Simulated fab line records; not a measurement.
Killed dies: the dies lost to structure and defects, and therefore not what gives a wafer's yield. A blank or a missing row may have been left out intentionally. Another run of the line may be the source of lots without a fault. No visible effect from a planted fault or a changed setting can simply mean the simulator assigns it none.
Which of the tools did it?    flow sky130    Sampling: 6 lots, 18 wafers, 4 of 708 route steps

WHAT THE GAUGES READ, wafer by wafer
SKY_SONOS_ONO_THK_MEAS_03.
lot   measured      on             SONOS_ONO_CVD_02_THK (nm)
L699  day 11 22:34  film_metro-03  10.56 10.67 10.66
L702  day 12 19:15  film_metro-01  10.50 10.37 10.53
L705  day 14 01:59  film_metro-02  10.47 10.48 10.52
L708  day 14 21:32  film_metro-03  9.79 9.57 9.57
L718  day 18 07:44  film_metro-02  10.68 10.67 10.56
L720  day 18 16:41  film_metro-03  10.76 10.50 10.76

WHAT TOOL EACH LOT RAN ON (gives the tool, then ch and the chambers of the sampled wafers, and finally the start)
lot   SKY_NWELL_RTA_28                  SKY_VT_ADJUST_HVTR_STRIP_10           SKY_SONOS_ONO_CVD_02
L699  rtp_anneal-02 ch 0, day 5 10:38   plasma_asher-02 ch 0,1, day 9 15:29   lpcvd-02 ch 0, day 11 21:31
L702  rtp_anneal-01 ch 0, day 6 07:08   plasma_asher-01 ch 0,1, day 10 16:02  lpcvd-02 ch 1, day 12 18:12
L705  rtp_anneal-02 ch 0, day 7 09:08   plasma_asher-02 ch 0,1, day 11 20:50  lpcvd-02 ch 0, day 14 00:56
L708  rtp_anneal-01 ch 0, day 7 22:37   plasma_asher-03 ch 0,1, day 12 13:40  lpcvd-02 ch 1, day 14 19:57
L718  rtp_anneal-01 ch 0, day 10 13:17  plasma_asher-03 ch 0,1, day 15 18:32  lpcvd-02 ch 0, day 18 06:41
L720  rtp_anneal-01 ch 0, day 10 18:39  plasma_asher-01 ch 0, day 15 22:08    lpcvd-02 ch 0, day 18 15:07
- SKY_NWELL_RTA_28: time 30 s.
- SKY_VT_ADJUST_HVTR_STRIP_10: strips in O2/N2.
- SKY_SONOS_ONO_CVD_02: deposits Si3N4 from DCS/NH3, target thk 10.5 nm, time 180 s.

THE ANSWER, worked out from the rows above alone
Rule: the lots themselves supply what counts as usual. Put in order of their means at a reading, lots are off if they are a third of the lots or fewer, leave a main group of 4 or more, and stand apart from it by a gap of 3 or more times the standard deviation of the main group's means; of several such gaps the widest counts. If all means in a main group match to the digits the tables above print for the reading, that group is not used. Also off: a lot with no number at a reading for which 4 or more lots have one. Any other lot the step has rows for is counted as sound.
Off: L708, seen at SKY_SONOS_ONO_THK_MEAS_03 (SONOS_ONO_CVD_02_THK). Main group: mean 10.58 nm, sd 0.084.
If a tool, at a process step before that reading, ran all the lots that are off and no sound lot after the first of them, it fits. Those tools and the gauges at SKY_SONOS_ONO_THK_MEAS_03 are tried in the same way. None of those tried fits.

WHAT WAS PUT IN BY THE SIMULATOR
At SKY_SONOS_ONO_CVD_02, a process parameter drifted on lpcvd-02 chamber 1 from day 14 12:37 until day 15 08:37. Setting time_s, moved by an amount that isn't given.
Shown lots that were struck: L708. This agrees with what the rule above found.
